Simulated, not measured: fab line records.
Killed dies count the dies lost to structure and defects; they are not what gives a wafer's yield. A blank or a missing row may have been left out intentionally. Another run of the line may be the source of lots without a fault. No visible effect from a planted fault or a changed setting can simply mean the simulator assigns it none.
8D (eight disciplines) problem report, filled in by code    flow gf180mcu    the parts of the form that need people (team, actions taken, sign-off) are left out

== 1. PROBLEM STATEMENT ==
Mean V2_W_RS at GF_V2_RS_MEAS_24: 0.310 ohm/sq over 6 wafers in 2 lots; fault-free wafers: 0.328 ohm/sq, standard deviation 0.0037. That puts it -4.8 standard deviations away from the usual mean.
The step: measures by four-point-probe.
First observed at day 22 13:55: wafer L160.2, on film_metro-03. At this step, 36 wafers from 12 lots have a number in the record. Rule for "out", or "out of limits": more than 4 standard deviations from the usual mean. Any other wafer with a number is counted as sound.

== 2. WHAT IT IS AND WHAT IT IS NOT ==
question                     is                            is not
which readings at this step  V2_W_RS                       -
which lots                   L160, L161                    L154, L155, L156, L157, L168, L171, L172, L173, L175, L177
which wafers of those lots   all that have a number        -
read on which gauges         film_metro-03, film_metro-04  film_metro-02
when                         from day 22 13:55             up to then (12 sound wafers); but 18 sound wafers of L168, L171, L172, L173, L175, L177 came after

== 3. THE SUSPECTS, EACH WITH WHAT RULES IT OUT ==
Counting: any tool at a process step up to the reading is kept as a suspect provided that every lot that is out went through it and no sound lot did after the first of them.
- the gauge at GF_V2_RS_MEAS_24: ruled out. 2 gauges (film_metro-03, film_metro-04) read the wafers that are out.
- cvd_w-01 at GF_V2_CVD_23 (deposits W, target thk 350 nm, time 104.94 s): ruled out as a lasting fault. The sound lots L171, L172, L175, L177 went through it after L160, its earliest lot that is out (day 22 13:47).
Left after counting: nothing in the record.

== 4. THE CAUSE (what the simulator had put in) ==
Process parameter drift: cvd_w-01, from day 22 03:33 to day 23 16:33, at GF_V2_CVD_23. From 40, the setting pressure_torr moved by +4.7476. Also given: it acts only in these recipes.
The count ruled it out by mistake, since the rule takes a fault to strike every lot its tool runs from the start of the fault on, and this one did not do so.

== 5. SEQUENCE OF EFFECTS, ordered by route ==
Each row: a reading whose mean over the struck wafers that have a number lies more than 3 standard deviations from the usual. Only readings whose record carries a usual standard deviation are examined. hours: median over the lots of the time between each lot's start at the first step of this table that gives one and its start at this step. sigmas: the change, counted in usual standard deviations.
hours  step               reading                usual         on struck wafers  change  sigmas
0      GF_V2_CVD_23       chamber_pressure_Torr  39.99 Torr    44.80             +4.81   +57
0      GF_V2_RS_MEAS_24   V2_W_RS                0.328 ohm/sq  0.310             -0.018  -4.8
0      GF_V2_THK_MEAS_25  V2_W_THK               344 nm        364               +20     +3.6
It contains these process steps:
- GF_V2_CVD_23: deposits W, target thk 350 nm, time 104.94 s.

== 6. HOW IT WOULD HAVE BEEN CAUGHT EARLIER ==
10 hours passed between the start of the fault at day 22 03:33 and the first reading out of limits at a measuring or inspecting step in this record, taken at day 22 13:55.
Tool's own readings at GF_V2_CVD_23, chamber_pressure_Torr: out on all struck wafers the step has rows for; an alarm limit on them would have tripped on the first.
